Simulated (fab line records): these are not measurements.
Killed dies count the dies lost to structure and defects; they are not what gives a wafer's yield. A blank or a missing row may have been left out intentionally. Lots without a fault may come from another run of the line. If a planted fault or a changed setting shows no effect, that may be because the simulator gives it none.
A struck lot beside a sound one | flow gf180mcu | 44 out of 602 route steps
Sound: these wafers, L732.1, L732.2, L732.4. Struck: wafers L745.1, L745.2, L745.4. The cause is named last.
Order at every step that has rows: each side's tool, ch and its chambers, its first start. Under that, the readings that differ: sound wafers | struck wafers | difference of the means | sigmas: that difference in standard deviations of wafers without a fault.
alike: readings with means less than 2 such deviations apart, plus words and numbers identical on both sides. not compared: withheld readings, readings lacking a value on some wafer, bounds such as >300 that could conceal the same value, and numbers that have no deviation in the record and whose values overlap.
Wherever a step has rows on one side only, a row that says differs or no value, or a row with sigmas, the two part there. When numbers do not overlap yet have no deviation, they are printed without sigmas and do not part them. A reading that every wafer of one side lacks parts them only if that side has two wafers or more.

first, 1 step without rows for these wafers: GF_POLY_GATE_OXIDATION_16 (stabilise 600 s, purge 300 s, target thk 4 nm).
GF_POLY_GATE_THK_MEAS_17:
  sound on filmMetro-04 at day 10 14:56; struck on filmMetro-03 at day 14 10:58
  alike: POLY_GATE_OXIDATION_THK
GF_POLY_GATE_CD_MEAS_18:
  sound on cdSem-02 at day 10 14:59; struck on cdSem-02 at day 14 11:02
  alike: cdNm
then, 7 steps without rows for these wafers: GF_HV_LDD_DEHYDRATE_00 (time 60 s); GF_HV_LDD_HMDS_01 (prime time 60 s); GF_HV_LDD_COAT_02 (resist thk 1000 nm); GF_HV_LDD_SOFTBAKE_03 (time 60 s); GF_HV_LDD_EXPOSE_04 (exposes mask Nplus LV AREA, target cd 400 nm); GF_HV_LDD_PEB_05; GF_HV_LDD_DEVELOP_06 (develop time 60 s).
GF_HV_LDD_CD_MEAS_07 targets a cd of 400 nm.
  sound on cdSem-02 at day 11 09:02; struck on cdSem-01 at day 15 08:29
  alike: cdNm
GF_HV_LDD_OVL_MEAS_08:
  sound on overlay-02 at day 11 09:09; struck on overlay-02 at day 15 08:36
  alike: HV_LDD_OVL
GF_HV_LDD_IMPLANT_09:
  sound on implanter-03 ch 0, day 11 09:11; struck on implanter-02 ch 0, day 15 08:38
reading          | sound                       | struck                       | difference | sigmas
doseIonsCm2      | 1e+14 1.0028e+14 1.0009e+14 | 8.465e+13 8.47e+13 8.465e+13 | -1.546e+13 | -99 or more
faradayCurrentUA | 544 557 556                 | 477 474 468                  | -79        | -8
  alike: beamOnS
GF_HV_LDD_STRIP_10: strips in O2/N2.
  sound on plasmaAsher-04 ch 0,1, day 11 09:20; struck on plasmaAsher-03 ch 0,1, day 15 08:47
  alike: drypumpMotorCurrentA, heaterPowerW, oesProductAu, stripTimeToEndpointS
  not compared: rfHoursCounterH
GF_HV_LDD_TW_MEAS_11:
  sound on filmMetro-04 at day 11 09:26; struck on filmMetro-03 at day 15 08:53
  alike: HV_LDD_TW
then, 7 steps without rows for these wafers: GF_HV_LDD_DEHYDRATE_12 (time 60 s); GF_HV_LDD_HMDS_13 (prime time 60 s); GF_HV_LDD_COAT_14 (resist thk 1000 nm); GF_HV_LDD_SOFTBAKE_15 (time 60 s); GF_HV_LDD_EXPOSE_16 (exposes mask Pplus LV AREA, target cd 400 nm); GF_HV_LDD_PEB_17; GF_HV_LDD_DEVELOP_18 (develop time 60 s).
GF_HV_LDD_CD_MEAS_19 targets a cd of 400 nm.
  sound on cdSem-02 at day 12 04:21; struck on cdSem-01 at day 16 06:23
  alike: cdNm
GF_HV_LDD_OVL_MEAS_20:
  sound on overlay-02 at day 12 04:28; struck on overlay-01 at day 16 06:30
  alike: HV_LDD_01_OVL
after that, 1 step had no rows for these wafers: GF_HV_LDD_IMPLANT_21.
GF_HV_LDD_STRIP_22: strips in O2/N2.
  sound on plasmaAsher-01 ch 0,1, day 12 04:40; struck on plasmaAsher-04 ch 0,1, day 16 06:41
reading                  | sound             | struck            | difference | sigmas
stripTimeToEndpointS (s) | 12.53 12.58 12.50 | 12.64 12.62 12.60 | +0.08      | +2
  alike: drypumpMotorCurrentA, heaterPowerW, oesProductAu
  not compared: rfHoursCounterH
GF_HV_LDD_TW_MEAS_23:
  sound on filmMetro-03 at day 12 04:46; struck on filmMetro-04 at day 16 06:47
  alike: HV_LDD_2_TW
then, 7 steps without rows for these wafers: GF_HV_LDD_DEHYDRATE_24 (time 60 s); GF_HV_LDD_HMDS_25 (prime time 60 s); GF_HV_LDD_COAT_26 (resist thk 1000 nm); GF_HV_LDD_SOFTBAKE_27 (time 60 s); GF_HV_LDD_EXPOSE_28 (exposes mask Nplus HV AREA, target cd 400 nm); GF_HV_LDD_PEB_29; GF_HV_LDD_DEVELOP_30 (develop time 60 s).
GF_HV_LDD_CD_MEAS_31 targets a cd of 400 nm.
  sound on cdSem-02 at day 13 00:26; struck on cdSem-02 at day 17 04:20
  alike: cdNm
GF_HV_LDD_OVL_MEAS_32:
  sound on overlay-01 at day 13 00:33; struck on overlay-02 at day 17 04:28
  alike: HV_LDD_02_OVL
then, 4 steps without rows for these wafers: GF_HV_LDD_IMPLANT_33; GF_HV_LDD_IMPLANT_34; GF_HV_LDD_IMPLANT_35; GF_HV_LDD_IMPLANT_36.
GF_HV_LDD_STRIP_37: strips in O2/N2.
  sound on plasmaAsher-04 ch 0,1, day 13 01:11; struck on plasmaAsher-01 ch 0,1, day 17 05:05
  alike: drypumpMotorCurrentA, heaterPowerW, oesProductAu, stripTimeToEndpointS
  not compared: rfHoursCounterH
GF_HV_LDD_TW_MEAS_38:
  sound on filmMetro-02 at day 13 01:17; struck on filmMetro-03 at day 17 05:11
  alike: HV_LDD_3_TW
GF_HV_LDD_RS_MEAS_53: a four-point-probe measurement.
  sound on filmMetro-04 at day 13 21:56; struck on filmMetro-03 at day 18 04:49
reading            | sound             | struck            | difference | sigmas
HV_LDD_RS (ohm/sq) | 418.3 417.5 418.1 | 450.4 450.1 452.2 | +32.9      | +39
-- here the record skips 16 days between the struck wafers' starts before and after, leaving off in module HV_LDD and picking up in module PASSIVATION (first step shown: number 602 of the route) --
GF_PASSIVATION_PROBE_99:
  rows exist in the record for the struck wafers here (prober-02, day 33 19:47), but not for the sound ones

== WHERE THEY PART ==
First at GF_HV_LDD_IMPLANT_09; last, within this record, at GF_PASSIVATION_PROBE_99.

WHY: whatever the simulator had introduced
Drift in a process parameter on implanter-02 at GF_HV_LDD_IMPLANT_09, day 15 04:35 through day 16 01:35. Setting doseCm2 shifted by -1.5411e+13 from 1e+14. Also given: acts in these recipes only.
